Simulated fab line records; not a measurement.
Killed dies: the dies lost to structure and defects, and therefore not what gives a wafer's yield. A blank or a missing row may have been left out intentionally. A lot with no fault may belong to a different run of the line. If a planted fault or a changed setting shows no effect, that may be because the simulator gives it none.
Problem report in the 8D (eight disciplines) form, filled by code | flow sfq-line | the parts of the form that need people (team, actions taken, sign-off) are left out

## 1. WHAT IS WRONG
Wafers without a fault read 199.3 nm, standard deviation 1.2; thk-nm at SFQ_TRILAYER_I2_METRO_MEASURE_065 reads a mean of 179.2 nm on 2 wafers belonging to 2 lots. Measured from the usual mean, that is -17 standard deviations.
Seen first at day 33 20:28 on film-metro-01, wafer L229.6. At this step, 40 wafers from 14 lots have a number in the record. By rule, "out" or "out of limits" means more than 4 standard deviations away from the usual mean. All remaining wafers that have a number are taken as sound.

## 2. WHAT IT IS AND WHAT IT IS NOT
question                    | is                           | is not
which readings at this step | thk-nm                       | -
which lots                  | L229, L230                   | L221, L222, L223, L225, L227, L228, L234, L235, L236, L240, L243, L244
which wafers of those lots  | L229.6, L230.4               | L229.2, L229.3, L230.2, L230.6
read on which tools         | film-metro-01, film-metro-03 | film-metro-02
when                        | from day 33 20:28            | up to then (20 sound wafers); but 18 sound wafers of L230, L234, L235, L236, L240, L243, L244 came after

## 3. SUSPECTS, AND WHAT RULES EACH OUT
Counting: a tool at a process step up to the reading stays a suspect if it ran every lot that is out. Sound lots after the first of them don't rule it out here, since some wafers of a struck lot are sound.
- cmp-02 at SFQ_TRILAYER_I2_CMP_CMP_064 (polishes SiO2): kept. It ran every lot that is out, first L229 (day 33 17:08); its last sound lot up to then is L227 (day 33 14:08).
- At SFQ_TRILAYER_I2_CMP_CMP_064, inside cmp-02: chamber 1 took the wafers that are out, while their sound lot-mates went through chambers 0, 3.
The count leaves cmp-02 at SFQ_TRILAYER_I2_CMP_CMP_064.

## 4. THE CAUSE (what the simulator had put in)
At SFQ_TRILAYER_I2_CMP_CMP_064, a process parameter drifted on cmp-02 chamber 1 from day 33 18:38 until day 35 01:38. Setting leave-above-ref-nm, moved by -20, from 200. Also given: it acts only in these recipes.
The count eliminated every tool but this one.

## 5. SEQUENCE OF EFFECTS, ordered by route
Each row: a reading where the mean over the struck wafers with a number is more than 3 standard deviations away from the usual. Only readings whose record carries a usual standard deviation are examined. hours: median over the lots of the time between each lot's start at the first step of this table that gives one and its start at this step. sigmas: the change, counted in usual standard deviations.
hours | step                                  | reading        | usual      | on struck wafers | change | sigmas
0     | SFQ_TRILAYER_I2_METRO_MEASURE_065     | thk-nm         | 199.3 nm   | 179.2            | -20.1  | -17
127   | SFQ_TRILAYER_I2_VIA_ETCH_VIA_ETCH_070 | oes-product-au | 0.853 a.u. | 0.805            | -0.048 | -8.7
Its process steps:
- SFQ_TRILAYER_I2_METRO_MEASURE_065
- SFQ_TRILAYER_I2_VIA_ETCH_VIA_ETCH_070: etches SiO2 in CHF3, stops on Nb, target depth 260 nm.
At these later measuring or inspecting steps, every struck wafer for which the step has a row has a number for every such reading, and none has moved that far: SFQ_I2_OVL_MEAS_918.

## 6. WHAT WOULD HAVE CAUGHT IT SOONER
2 hours passed between the start of the fault at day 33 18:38 and the first reading out of limits in this record, taken at day 33 20:28.
An alarm limit of 4 standard deviations would not have fired on the tool readings at SFQ_TRILAYER_I2_CMP_CMP_064 for which the record gives a usual standard deviation, since none of them was out on any struck wafer.
By day 33 20:28, every lot that is out (2) had started SFQ_TRILAYER_I2_CMP_CMP_064 on cmp-02. A hold on the tool at that time would have spared none of them.
